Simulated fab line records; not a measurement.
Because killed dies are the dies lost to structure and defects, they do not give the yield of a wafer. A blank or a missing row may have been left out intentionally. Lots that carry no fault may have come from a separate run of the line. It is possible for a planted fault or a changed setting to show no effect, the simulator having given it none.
The same fault as seen by 2 desks / flow sfq-line / every desk sees just its own numbers, and what lay behind them comes last

## THE METROLOGY DESK
What the gauges read, lot by lot, whatever tool the lot ran on: means of the sampled wafers that have a number. The brackets show how far a lot's mean lies from the usual mean; more than 4 standard deviations puts the lot out of limits, marked OUT.
Columns: A = I4_BOW at SFQ_I4_BOW_MEAS_927, usual 5 um; B = I4_OVL at SFQ_I4_OVL_MEAS_928, usual -3 nm
lot=L528; first seen here=day 56 12:38; A=13; B=-4
lot=L529; first seen here=day 56 21:04; A=14; B=-9
lot=L530; first seen here=day 57 05:17; A=2; B=0
lot=L532; first seen here=day 58 03:25; A=20; B=-3
lot=L533; first seen here=day 58 10:07; A=4; B=-9
lot=L538; first seen here=day 60 03:05; A=2; B=-9
lot=L543; first seen here=day 61 17:20; A=8; B=0
lot=L544; first seen here=day 62 00:44; A=9; B=-3
lot=L546; first seen here=day 62 11:07; A=11; B=4
lot=L547; first seen here=day 62 15:52; A=4; B=-4
lot=L548; first seen here=day 62 20:43; A=-3; B=-6
lot=L549; first seen here=day 63 01:46; A=1; B=5
lot=L550; first seen here=day 63 08:40; A=-16; B=-5
lot=L551; first seen here=day 63 19:31; A=2; B=-5
Result from this desk: across the 14 lots, nothing is out of limits.

## AT THE TOOL OWNER'S DESK: rie-metal-03
The tool's own readings at SFQ_TRILAYER_M5_BARC_OPEN_METAL_ETCH_161 (etches BARC in O2, target depth 125 nm, time 41.7 s): means of the sampled wafers that have a number, for each lot that ran on this tool. The brackets show how far a lot's mean lies from the usual mean; more than 4 standard deviations puts the lot out of limits, marked OUT.
Columns: A = drypump-motor-current-A at SFQ_TRILAYER_M5_BARC_OPEN_METAL_ETCH_161, usual 5.7 A; B = oes-product-au at SFQ_TRILAYER_M5_BARC_OPEN_METAL_ETCH_161, usual 0.685 a.u.
lot=L528; first seen here=day 66 11:00; A=5.4; B=0.685
lot=L533; first seen here=day 67 22:35; A=5.7; B=0.687
lot=L538; first seen here=day 71 14:31; A=5.6; B=0.673
lot=L543; first seen here=day 72 17:03; A=5.7; B=0.668
Result from this desk: across the 4 lots, nothing is out of limits.

## PUT TOGETHER
Metrology desk: nothing out of limits seen.
The desk of the tool owner found nothing out of limits.

## WHAT THE SIMULATOR HAD PUT IN
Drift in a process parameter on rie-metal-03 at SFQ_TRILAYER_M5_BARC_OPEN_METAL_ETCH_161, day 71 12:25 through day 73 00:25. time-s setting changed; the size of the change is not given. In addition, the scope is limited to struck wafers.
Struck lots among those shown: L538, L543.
